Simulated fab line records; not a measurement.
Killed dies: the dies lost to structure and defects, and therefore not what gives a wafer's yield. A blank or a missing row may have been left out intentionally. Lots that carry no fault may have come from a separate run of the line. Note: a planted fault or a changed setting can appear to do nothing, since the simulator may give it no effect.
Which tool did it?    flow sky130    72 wafers from 24 lots sampled at 5 of the route's 708 steps

== WHAT THE GAUGES SHOWED, per wafer ==
SKY_POLY_CUT_OVL_MEAS_09.
lot   measured      on          POLY_CUT_OVL (nm)
L074  day 24 22:43  overlay-02  2 2 -4
L075  day 25 00:34  overlay-01  -4 -6 -10
L076  day 25 11:35  overlay-02  -6 2 -4
L077  day 26 01:46  overlay-02  -5 3 -7
L078  day 26 17:22  overlay-02  -3 -11 -4
L079  day 26 15:39  overlay-02  -1 -6 5
L080  day 27 01:13  overlay-02  5 -1 5
L081  day 27 02:59  overlay-01  9 10 14
L082  day 27 07:25  overlay-01  -4 -1 -9
L083  day 28 02:11  overlay-02  5 10 5
L084  day 28 00:31  overlay-01  -7 1 -3
L085  day 28 12:45  overlay-02  15 7 5
L086  day 28 14:17  overlay-02  2 6 2
L087  day 28 16:32  overlay-02  4 3 -3
L088  day 29 03:32  overlay-02  -7 -5 -9
L089  day 29 06:50  overlay-01  -2 -5 -1
L090  day 29 17:40  overlay-02  -1 1 3
L091  day 29 19:35  overlay-01  3 5 6
L092  day 30 07:53  overlay-01  5 -2 6
L093  day 30 13:18  overlay-01  1 3 -4
L094  day 30 20:17  overlay-02  -4 -4 1
L095  day 31 11:47  overlay-02  1 7 3
L096  day 31 11:49  overlay-02  -2 -6 -5
L097  day 31 19:30  overlay-01  -5 1 -4

SKY_VIA2_BOW_MEAS_03.
lot   measured      on             VIA2_BOW (um)
L074  day 35 20:16  film_metro-01  101 90 87
L075  day 35 22:50  film_metro-01  88 81 81
L076  day 36 10:44  film_metro-01  91 104 95
L077  day 36 21:20  film_metro-02  71 80 84
L078  day 37 08:28  film_metro-03  92 84 89
L079  day 37 08:10  film_metro-02  96 90 79
L080  day 37 15:29  film_metro-03  81 89 77
L081  day 37 17:25  film_metro-01  96 98 82
L082  day 37 21:13  film_metro-01  95 91 83
L083  day 38 13:26  film_metro-01  80 97 78
L084  day 38 10:04  film_metro-03  90 86 87
L085  day 38 21:29  film_metro-03  92 85 85
L086  day 38 23:37  film_metro-02  89 91 86
L087  day 38 23:56  film_metro-01  95 94 96
L088  day 39 09:11  film_metro-02  82 68 86
L089  day 39 15:04  film_metro-01  93 95 92
L090  day 39 21:31  film_metro-02  79 86 88
L091  day 40 01:15  film_metro-02  93 86 97
L092  day 40 12:49  film_metro-02  85 83 92
L093  day 40 19:06  film_metro-03  92 102 97
L094  day 40 22:50  film_metro-02  86 91 87
L095  day 41 13:00  film_metro-03  84 88 76
L096  day 41 14:10  film_metro-01  93 95 81
L097  day 41 21:01  film_metro-03  81 86 76

== WHAT TOOL EACH LOT RAN ON (gives the tool, then ch and the chambers of the sampled wafers, and finally the start) ==
lot   SKY_SONOS_ONO_STRIP_17                SKY_GATE_OXIDE_STRIP_13               SKY_POLY_GATE_ETCH_17
L074  plasma_asher-02 ch 0,1, day 12 21:32  plasma_asher-02 ch 0, day 14 06:17    rie_si-01 ch 0,1, day 17 01:46
L075  plasma_asher-03 ch 0,1, day 13 00:23  plasma_asher-04 ch 0,1, day 14 06:35  rie_si-01 ch 1,2,3, day 17 01:22
L076  plasma_asher-04 ch 0,1, day 13 09:32  plasma_asher-01 ch 0,1, day 14 18:07  rie_si-01 ch 0,2,3, day 17 15:36
L077  plasma_asher-03 ch 0,1, day 14 03:31  plasma_asher-02 ch 0,1, day 15 12:19  rie_si-02 ch 0,2,3, day 18 04:54
L078  plasma_asher-03 ch 0,1, day 14 15:11  plasma_asher-04 ch 0,1, day 16 01:58  rie_si-01 ch 0,1,3, day 18 21:19
L079  plasma_asher-04 ch 0,1, day 14 15:29  plasma_asher-02 ch 0,1, day 16 01:37  rie_si-02 ch 1,2, day 18 21:05
L080  plasma_asher-04 ch 0,1, day 15 00:14  plasma_asher-04 ch 0, day 16 12:49    rie_si-02 ch 2,3, day 19 06:37
L081  plasma_asher-04 ch 0,1, day 15 00:34  plasma_asher-01 ch 0,1, day 16 12:31  rie_si-01 ch 0,1,3, day 19 07:52
L082  plasma_asher-03 ch 0,1, day 15 11:01  plasma_asher-01 ch 0,1, day 16 17:41  rie_si-01 ch 0,2,3, day 19 12:58
L083  plasma_asher-04 ch 0,1, day 16 03:44  plasma_asher-04 ch 0,1, day 17 12:39  rie_si-01 ch 0,2, day 20 07:58
L084  plasma_asher-02 ch 0,1, day 16 04:09  plasma_asher-01 ch 0,1, day 17 13:00  rie_si-02 ch 0,3, day 20 07:19
L085  plasma_asher-03 ch 0,1, day 16 13:10  plasma_asher-01 ch 0,1, day 17 21:07  rie_si-01 ch 0,1,2, day 20 19:49
L086  plasma_asher-02 ch 0,1, day 16 17:20  plasma_asher-04 ch 0,1, day 18 01:32  rie_si-02 ch 0,3, day 20 21:25
L087  plasma_asher-04 ch 0,1, day 16 20:59  plasma_asher-02 ch 0,1, day 18 06:08  rie_si-01 ch 0,1,2, day 21 01:07
L088  plasma_asher-03 ch 0,1, day 17 05:56  plasma_asher-01 ch 0,1, day 18 15:53  rie_si-02 ch 0,1,2, day 21 11:46
L089  plasma_asher-02 ch 0,1, day 17 13:31  plasma_asher-01 ch 0,1, day 18 21:59  rie_si-01 ch 0,2, day 21 16:52
L090  plasma_asher-03 ch 0,1, day 17 21:03  plasma_asher-01 ch 0,1, day 19 06:59  rie_si-02 ch 1,2,3, day 22 03:16
L091  plasma_asher-02 ch 1, day 18 02:51    plasma_asher-02 ch 0,1, day 19 13:05  rie_si-01 ch 1,3, day 22 07:30
L092  plasma_asher-03 ch 0,1, day 18 15:41  plasma_asher-04 ch 0,1, day 20 00:04  rie_si-02 ch 0,2,3, day 22 18:52
L093  plasma_asher-03 ch 0,1, day 18 20:53  plasma_asher-02 ch 0,1, day 20 05:52  rie_si-01 ch 1,2, day 23 00:10
L094  plasma_asher-04 ch 0,1, day 19 04:50  plasma_asher-04 ch 0,1, day 20 14:16  rie_si-02 ch 1,3, day 23 08:37
L095  plasma_asher-02 ch 0,1, day 19 18:23  plasma_asher-04 ch 0,1, day 21 03:01  rie_si-01 ch 0,3, day 23 22:49
L096  plasma_asher-04 ch 0,1, day 19 21:45  plasma_asher-04 ch 0,1, day 21 05:37  rie_si-02 ch 0,2,3, day 24 01:10
L097  plasma_asher-02 ch 0,1, day 20 01:10  plasma_asher-04 ch 0,1, day 21 10:34  rie_si-01 ch 1,2,3, day 24 06:58
- SKY_SONOS_ONO_STRIP_17: strips in O2/N2.
- SKY_GATE_OXIDE_STRIP_13: strips in O2/N2.
- SKY_POLY_GATE_ETCH_17: etches poly-Si in HBr/Cl2, stops on SiO2, target depth 180 nm, time 70.5 s.

== AS READ BY THE TOOLS THEMSELVES (means over the sampled wafers that have a number; for cases with no such wafer, the mark the record gives instead) ==
SKY_SONOS_ONO_STRIP_17.
lot   tool             drypump_motor_current_A (A)  oes_product_au (a.u.)  strip_time_to_endpoint_s (s)
L074  plasma_asher-02  5.6                          0.713                  14.11
L075  plasma_asher-03  5.6                          0.709                  14.16
L076  plasma_asher-04  5.6                          0.711                  14.12
L077  plasma_asher-03  5.3                          0.709                  14.15
L078  plasma_asher-03  5.6                          0.707                  14.14
L079  plasma_asher-04  5.6                          0.710                  14.13
L080  plasma_asher-04  5.6                          0.708                  14.13
L081  plasma_asher-04  5.7                          0.709                  14.06
L082  plasma_asher-03  5.4                          0.706                  14.17
L083  plasma_asher-04  5.7                          0.717                  14.12
L084  plasma_asher-02  5.8                          0.706                  14.09
L085  plasma_asher-03  5.4                          0.705                  14.13
L086  plasma_asher-02  5.8                          0.709                  14.17
L087  plasma_asher-04  5.7                          0.706                  14.12
L088  plasma_asher-03  5.4                          0.711                  14.18
L089  plasma_asher-02  5.8                          0.714                  14.04
L090  plasma_asher-03  5.6                          0.708                  14.11
L091  plasma_asher-02  6.0                          0.710                  14.19
L092  plasma_asher-03  5.6                          0.707                  14.18
L093  plasma_asher-03  5.4                          0.708                  14.15
L094  plasma_asher-04  5.6                          0.710                  14.21
L095  plasma_asher-02  5.8                          0.713                  14.12
L096  plasma_asher-04  5.6                          0.711                  14.10
L097  plasma_asher-02  5.6                          0.710                  14.09

SKY_GATE_OXIDE_STRIP_13.
lot   tool             drypump_motor_current_A (A)  oes_product_au (a.u.)  strip_time_to_endpoint_s (s)
L074  plasma_asher-02  5.40                         0.723                  14.17
L075  plasma_asher-04  5.60                         0.717                  14.22
L076  plasma_asher-01  5.60                         0.716                  14.29
L077  plasma_asher-02  5.83                         0.720                  14.19
L078  plasma_asher-04  5.60                         0.716                  14.24
L079  plasma_asher-02  5.84                         0.715                  14.23
L080  plasma_asher-04  5.42                         0.716                  14.27
L081  plasma_asher-01  5.67                         0.714                  14.17
L082  plasma_asher-01  5.62                         0.715                  14.19
L083  plasma_asher-04  5.76                         0.717                  14.19
L084  plasma_asher-01  5.59                         0.713                  14.24
L085  plasma_asher-01  5.69                         0.716                  14.25
L086  plasma_asher-04  5.73                         0.716                  14.16
L087  plasma_asher-02  5.82                         0.713                  14.26
L088  plasma_asher-01  5.61                         0.717                  14.26
L089  plasma_asher-01  5.60                         0.718                  14.23
L090  plasma_asher-01  5.61                         0.716                  14.24
L091  plasma_asher-02  5.82                         0.713                  14.25
L092  plasma_asher-04  5.75                         0.720                  14.17
L093  plasma_asher-02  5.62                         0.719                  14.11
L094  plasma_asher-04  5.75                         0.712                  14.17
L095  plasma_asher-04  5.74                         0.718                  14.21
L096  plasma_asher-04  5.75                         0.716                  14.25
L097  plasma_asher-04  5.57                         0.714                  14.19

SKY_POLY_GATE_ETCH_17.
lot   tool       drypump_motor_current_A (A)  oes_product_au (a.u.)  throttle_valve_pct (%)
L074  rie_si-01  5.43                         0.991                  33.696
L075  rie_si-01  5.73                         0.988                  33.681
L076  rie_si-01  5.70                         0.991                  33.685
L077  rie_si-02  5.76                         0.986                  33.678
L078  rie_si-01  5.54                         0.988                  33.675
L079  rie_si-02  6.13                         0.987                  33.688
L080  rie_si-02  5.77                         0.977                  33.685
L081  rie_si-01  5.54                         0.985                  33.687
L082  rie_si-01  5.71                         0.994                  33.681
L083  rie_si-01  5.82                         0.985                  33.693
L084  rie_si-02  5.73                         0.989                  33.682
L085  rie_si-01  5.66                         0.986                  33.684
L086  rie_si-02  5.73                         0.993                  33.687
L087  rie_si-01  5.65                         0.988                  33.686
L088  rie_si-02  5.94                         0.977                  33.697
L089  rie_si-01  5.82                         0.988                  33.688
L090  rie_si-02  5.92                         0.980                  33.685
L091  rie_si-01  5.58                         0.975                  33.690
L092  rie_si-02  5.74                         0.987                  33.684
L093  rie_si-01  5.87                         0.988                  33.697
L094  rie_si-02  5.92                         0.988                  33.684
L095  rie_si-01  5.59                         0.978                  33.684
L096  rie_si-02  5.76                         0.981                  33.689
L097  rie_si-01  5.75                         0.982                  33.684

== THE ANSWER, worked out from the rows above alone ==
Rule: the usual values come from the lots themselves. The widest of any qualifying gaps counts: lots, ordered by their means at a reading, are off when they make up no more than a third of the lots, leave a main group of 4 or more, and stand apart from it by 3 or more times the standard deviation of that group's means. Not used: any main group whose means are identical at the precision the tables above print for the reading. Also off: a lot with no number at a reading for which 4 or more lots have one. The other lots that the step has rows for count as sound. Order of review: gauges by route order, followed by the tools' own readings, for which a lot's mean as printed above is used. At the first step where some lot is off, the reading lying furthest off is the one used; lots without a number count as furthest.
No lot is off at any reading shown: from this, nothing can be told.

== WHAT HAD BEEN PUT IN BY THE SIMULATOR ==
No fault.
